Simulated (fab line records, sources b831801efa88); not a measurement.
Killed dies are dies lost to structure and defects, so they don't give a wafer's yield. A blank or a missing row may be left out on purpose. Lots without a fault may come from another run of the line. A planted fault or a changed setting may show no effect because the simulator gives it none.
One fault seen from 2 desks | flow gf180mcu | each desk has only its own numbers; what lay behind them comes last

THE TOOL OWNER'S DESK: rie_si-02
The tool's own readings at GF_STI_ETCH_14 (etches Si in HBr/Cl2/O2, target depth 360 nm, time 102.9 s): means of the sampled wafers that have a number, for each lot that ran on this tool. A lot is out of limits, marked OUT, if its mean lies more than 4 standard deviations from the usual mean; the brackets give that distance.
Columns: A = drypump_motor_current_A at GF_STI_ETCH_14, usual 6.2 A; B = he_backside_leak_sccm at GF_STI_ETCH_14, usual 2.92 sccm; C = oes_product_au at GF_STI_ETCH_14, usual 1.005 a.u.; D = run_length_s at GF_STI_ETCH_14, usual 131.2 s; E = throttle_valve_pct at GF_STI_ETCH_14, usual 25.652 %
lot  | first seen here | A   | B    | C     | D               | E
L729 | day 2 11:46     | 6.4 | 2.95 | 1.013 | 131.2           | 25.643
L733 | day 3 08:19     | 6.2 | 2.97 | 1.002 | 130.8           | 25.648
L734 | day 3 13:47     | 6.4 | 2.92 | 1.006 | 131.3           | 25.647
L735 | day 3 18:49     | 6.6 | 3.06 | 1.010 | 131.3           | 25.655
L736 | day 3 23:35     | 6.3 | 3.11 | 1.001 | 130.9           | 25.657
L738 | day 4 10:55     | 6.8 | 2.76 | 1.013 | 102.2 (-66) OUT | 25.663
L742 | day 5 06:58     | 6.3 | 2.73 | 1.009 | 121.7 (-22) OUT | 25.647
This desk's finding: out of limits on L738, L742; first on L738, day 4 10:55 (run_length_s at GF_STI_ETCH_14). In limits: L729, L733, L734, L735, L736.

THE METROLOGY DESK
What the gauges read, lot by lot, whatever tool the lot ran on: means of the sampled wafers that have a number. A lot is out of limits, marked OUT, if its mean lies more than 4 standard deviations from the usual mean; the brackets give that distance.
Columns: A = VT_IMPLANT_01_OVL at GF_VT_IMPLANT_OVL_MEAS_18, usual 1.2 nm; B = HV_LDD_OVL at GF_HV_LDD_OVL_MEAS_08, usual -0.5 nm; C = cd_nm at GF_HV_LDD_CD_MEAS_19, usual 402.5 nm
lot  | first seen here | A    | B    | C
L727 | day 6 04:35     | 1.7  | -1.6 | 402.5
L729 | day 6 18:38     | 0.9  | 0.0  | 408.7
L731 | day 7 07:50     | 1.7  | -0.4 | 400.3
L732 | day 7 13:04     | 1.8  | 0.5  | 399.9
L733 | day 7 19:20     | -1.9 | 0.9  | 403.1
L734 | day 8 02:34     | 3.6  | -2.1 | 401.7
L735 | day 8 08:50     | 1.8  | 0.6  | 400.9
L736 | day 8 12:37     | 2.3  | -1.6 | 402.0
L738 | day 9 04:02     | 3.3  | -3.4 | 397.6
L741 | day 9 21:35     | 0.7  | -0.3 | 401.7
L742 | day 10 05:29    | 2.6  | -1.6 | 404.4
L745 | day 11 00:11    | 0.1  | -1.0 | 401.6
L746 | day 11 05:56    | -0.2 | -1.5 | 403.4
L747 | day 11 11:56    | 1.2  | -0.5 | 401.0
This desk's finding: nothing out of limits on any of the 14 lots.

PUT TOGETHER
The tool owner's desk could have raised an alarm at day 4 10:55, on L738, L742.
The metrology desk saw nothing out of limits.
The metrology desk has L738, L742 on record, within its limits.
Of the lots named, all ran GF_STI_ETCH_14 on rie_si-02.

WHAT THE SIMULATOR HAD PUT IN
Process parameter drift: rie_si-02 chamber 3, from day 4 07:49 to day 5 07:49, at GF_STI_ETCH_14. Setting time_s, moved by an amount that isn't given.
Lots struck among those shown: L738, L742.
Hours from the fault's start to each desk's first reading out of limits: the tool owner's desk, 3.
